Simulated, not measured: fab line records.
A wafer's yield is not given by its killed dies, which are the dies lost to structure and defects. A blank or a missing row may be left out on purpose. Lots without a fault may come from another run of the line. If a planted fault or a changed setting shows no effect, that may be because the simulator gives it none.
Comparing a struck lot with a sound one    flow sky130    43 steps out of a route of 708
Sound: the wafers L646.2, L646.3, L646.5. Wafers L655.2, L655.3, L655.5 were the ones struck. Last of all comes the cause.
Per side, at each step with rows, come the tool, then ch with its chambers, and then its first start. Under that, the readings that differ: sound wafers    struck wafers    difference of the means    sigmas: that difference in standard deviations of wafers without a fault.
alike: readings with means less than 2 such deviations apart, plus words and numbers identical on both sides. not compared: withheld readings, readings lacking a value on some wafer, bounds such as >300 that could conceal the same value, and numbers that have no deviation in the record and whose values overlap.
A row with sigmas, a row that says differs or no value, or rows on one side alone: a step with any of these is where the two part. Numbers that have no deviation but don't overlap get no sigmas and don't part them. A reading missing from all wafers of one side parts the sides only when that side holds two or more wafers.

first, 4 steps without rows for these wafers: SKY_VIA3_SOFTBAKE_08 (time 90 s); SKY_VIA3_EXPOSE_09 (exposes mask VIM3, target cd 200 nm); SKY_VIA3_PEB_10; SKY_VIA3_DEVELOP_11 (develop time 60 s).
SKY_VIA3_CD_MEAS_12 targets a cd of 200 nm.
  sound on cdSem-01, day 39 22:29; struck on cdSem-01, day 42 23:43
  alike: cdNm
SKY_VIA3_OVL_MEAS_13:
  sound on overlay-01, day 39 22:35; struck on overlay-02, day 42 23:49
  alike: VIA3_OVL
SKY_VIA3_ETCH_14: etches BARC in N2/H2, stops on SiO2, time 45.9 s, target depth 60 nm.
  sound on rieDiel-04 ch 0,2,3, day 39 22:37; struck on rieDiel-02 ch 0,3, day 42 23:51
  alike: drypumpMotorCurrentA, oesProductAu, throttleValvePct
  not compared: rfHoursCounterH
then, 5 steps without rows for these wafers: SKY_VIA3_ETCH_15 (etches SiO2 in C4F8/O2/Ar, stops on TiN, target depth 507 nm, time 78 s); SKY_VIA3_STRIP_16 (strips in O2/N2); SKY_VIA3_STRIP_17 (strips in post etch residue remover, time 1200 s); SKY_VIA3_CLEAN_18 (cleans in IPA, time 180 s); SKY_VIA3_CLEAN_19 (cleans in O3/DIW).
SKY_VIA3_SPUTTER_20: material TiN, target thk 20 nm, time 80 s.
  sound on pvdSputter-04, day 39 23:22; struck on pvdSputter-01, day 43 01:04
reading               sound           struck          difference  sigmas
throttleValvePct (%)  27.3 29.4 27.1  31.0 30.8 31.1  +3.0        +3
  alike: chamberPressurePa
then, 1 step without rows for these wafers: SKY_VIA3_CVD_21 (deposits W, target thk 390 nm, time 117.31 s).
SKY_VIA3_RS_MEAS_22: the measuring method here is four-point-probe.
  sound on filmMetro-02, day 39 23:34; struck on filmMetro-01, day 43 01:16
  alike: VIA3_W_RS
SKY_VIA3_THK_MEAS_23: measures by xrf.
  sound on filmMetro-02, day 39 23:41; struck on filmMetro-01, day 43 01:22
  alike: VIA3_W_THK
SKY_VIA3_CMP_24: polishes, stops on SiO2, t overpolish 20 s, target thk 0 nm.
  sound on cmp-01 ch 1,2,3, day 39 23:44; struck on cmp-02 ch 1,2,3, day 43 01:28
reading              sound        struck    difference  sigmas
timeToEndpointS (s)  102 107 100  94 90 93  -11         -2
  alike: motorCurrentA, overpolishRunS, retainingRingPressureFrac
SKY_METAL4_SPUTTER_00: material Ti, target thk 15 nm, time 10 s.
  sound on pvdSputter-03, day 40 00:02; struck on pvdSputter-02, day 43 01:43
  alike: chamberPressurePa, throttleValvePct
then, 3 steps without rows for these wafers: SKY_METAL4_SPUTTER_01 (material TiN, target thk 20 nm, time 16.7 s); SKY_METAL4_SPUTTER_02 (material AlCu, target thk 735 nm, time 39.1 s); SKY_METAL4_SPUTTER_03 (material Ti, target thk 5 nm, time 3.3 s).
SKY_METAL4_SPUTTER_04: material TiN, target thk 70 nm, time 58.3 s.
  sound on pvdSputter-03, day 40 00:08; struck on pvdSputter-02, day 43 01:50
  alike: chamberPressurePa, throttleValvePct
SKY_CAP2M_CVD_00: deposits SiO2, target thk 15.5 nm.
  sound on pecvd-04 ch 0,1,2, day 40 00:11; struck on pecvd-01 ch 0,2, day 43 01:53
  alike: heaterPowerW
SKY_CAP2M_THK_MEAS_01:
  sound on filmMetro-04, day 40 00:13; struck on filmMetro-01, day 43 01:55
  alike: CAP2M_CVD_00_THK
then, 1 step without rows for these wafers: SKY_CAP2M_SPUTTER_02 (material TiN, target thk 200 nm, time 166.7 s).
SKY_CAP2M_RS_MEAS_03: the measuring method here is four-point-probe.
  sound on filmMetro-04, day 40 00:23; struck on filmMetro-04, day 43 02:07
  alike: CAP2M_TIN_RS
SKY_CAP2M_THK_MEAS_04: measures by xrf.
  sound on filmMetro-04, day 40 00:30; struck on filmMetro-04, day 43 02:14
  alike: CAP2M_TIN_THK
then, 7 steps without rows for these wafers: SKY_CAP2M_DEHYDRATE_05 (time 60 s); SKY_CAP2M_HMDS_06 (prime time 60 s); SKY_CAP2M_COAT_07 (resist thk 1140 nm); SKY_CAP2M_SOFTBAKE_08 (time 60 s); SKY_CAP2M_EXPOSE_09 (exposes mask CAP2M, target cd 1000 nm); SKY_CAP2M_PEB_10; SKY_CAP2M_DEVELOP_11 (develop time 60 s).
SKY_CAP2M_OVL_MEAS_12:
  sound on overlay-02, day 41 01:00; struck on overlay-02, day 44 00:05
  alike: CAP2M_OVL
then, 7 steps without rows for these wafers: SKY_CAP2M_METAL_ETCH_13 (etches TiN in Cl2/BCl3, stops on SiO2, target depth 220 nm, time 62.9 s); SKY_CAP2M_STRIP_14 (strips in O2/N2); SKY_CAP2M_STRIP_15 (strips in post etch residue remover, time 1200 s); SKY_CAP2M_CLEAN_16 (cleans in IPA, time 180 s); SKY_CAP2M_CLEAN_17 (cleans in O3/DIW); SKY_METAL4_DEHYDRATE_05 (time 60 s); SKY_METAL4_HMDS_06 (prime time 60 s).
-- the record jumps here: 5 days lie between the struck wafers' starts before and after (it left off in module METAL4 and takes up again in module PAD_OPEN, whose first step shown is number 708 of the route) --
SKY_PAD_OPEN_PROBE_99:
  sound on prober-01, day 46 03:10; struck on prober-01, day 48 15:04
reading                                sound              struck             difference  sigmas
defectLimitedYield (%)                 84.1 83.3 81.7     69.7 77.6 76.2     -8.5        -4
killed_at_M0_to_M3                     34 43 47           96 73 79           +41         +6
killedDies                             78 82 90           149 110 117        +42         +4
sort_bin_3_pad_short (%)               1.6 1.2 1.4        3.9 1.4 2.0        +1.0        +2
sort_bin_5_function (%)                8.9 9.6 11.0       18.3 16.9 15.0     +6.9        +5
sortNPass                              414 410 402        343 382 375        -42         -4
sortYieldPct (%)                       84.1 83.3 81.7     69.7 77.6 76.2     -8.5        -4
model.etest.tester.sortNPass           414 410 402        343 382 375        -42         
model.etest.tester.sortYieldPct (%)    84.15 83.33 81.71  69.72 77.64 76.22  -8.54       
model.etest.tester.sort_bin_5_pct (%)  8.943 9.553 10.98  18.29 16.87 15.04  +6.91       
  alike: killed_at_M4_up, killedAtContacts, killedAtFrontEnd, killedAtOther, killedOpen, killedShort, sort_bin_6_memory
  not compared: model.etest.tester.sort_bin_3_pct

## WHERE THEY PART
Earliest at SKY_VIA3_SPUTTER_20; latest, in this record, at SKY_PAD_OPEN_PROBE_99.

WHY: whatever the simulator had introduced
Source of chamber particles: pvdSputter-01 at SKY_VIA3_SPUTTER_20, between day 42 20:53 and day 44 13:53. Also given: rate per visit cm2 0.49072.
